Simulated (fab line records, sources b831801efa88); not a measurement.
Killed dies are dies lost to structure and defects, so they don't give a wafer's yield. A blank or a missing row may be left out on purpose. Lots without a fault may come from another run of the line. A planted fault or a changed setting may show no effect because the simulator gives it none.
One fault seen from 2 desks | flow sfq_line | each desk has only its own numbers; what lay behind them comes last

THE METROLOGY DESK
What the gauges read, lot by lot, whatever tool the lot ran on: means of the sampled wafers that have a number. A lot is out of limits, marked OUT, if its mean lies more than 4 standard deviations from the usual mean; the brackets give that distance.
Columns: A = M0_NB_RS at SFQ_M0_RS_MEAS_904, usual 0.888 ohm/sq; B = M0_OVL at SFQ_M0_OVL_MEAS_906, usual -1 nm
lot  | first seen here | A     | B
L613 | day 7 18:10     | 0.892 | -2
L618 | day 9 03:49     | 0.890 | -2
L626 | day 11 17:37    | 0.887 | 1
L627 | day 12 03:13    | 0.887 | -0
L628 | day 12 10:25    | 0.874 | 2
L633 | day 14 10:12    | 0.886 | -3
This desk's finding: nothing out of limits on any of the 6 lots.

THE TOOL OWNER'S DESK: litho_track-04
The tool's own readings at SFQ_TRILAYER_M0_LITHO_PEB_024 (peb time 60 s): means of the sampled wafers that have a number, for each lot that ran on this tool. A lot is out of limits, marked OUT, if its mean lies more than 4 standard deviations from the usual mean; the brackets give that distance.
Columns: A = heater_power_total_W at SFQ_TRILAYER_M0_LITHO_PEB_024, usual 79.16 W
lot  | first seen here | A
L613 | day 11 23:32    | 79.25
L626 | day 16 13:41    | 81.52 (+38) OUT
L627 | day 17 02:53    | 83.83 (+75) OUT
This desk's finding: out of limits on L626, L627; first on L626, day 16 13:41 (heater_power_total_W at SFQ_TRILAYER_M0_LITHO_PEB_024). In limits: L613.

PUT TOGETHER
The tool owner's desk could have raised an alarm at day 16 13:41, on L626, L627.
The metrology desk saw nothing out of limits.
The metrology desk has L626, L627 on record, within its limits.
Of the lots named, all ran SFQ_TRILAYER_M0_LITHO_PEB_024 on litho_track-04.

WHAT THE SIMULATOR HAD PUT IN
Process parameter drift: litho_track-04, from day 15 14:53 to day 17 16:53, at SFQ_TRILAYER_M0_LITHO_PEB_024. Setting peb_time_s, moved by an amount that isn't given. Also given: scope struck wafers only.
Lots struck among those shown: L626, L627.
Hours from the fault's start to each desk's first reading out of limits: the tool owner's desk, 23.
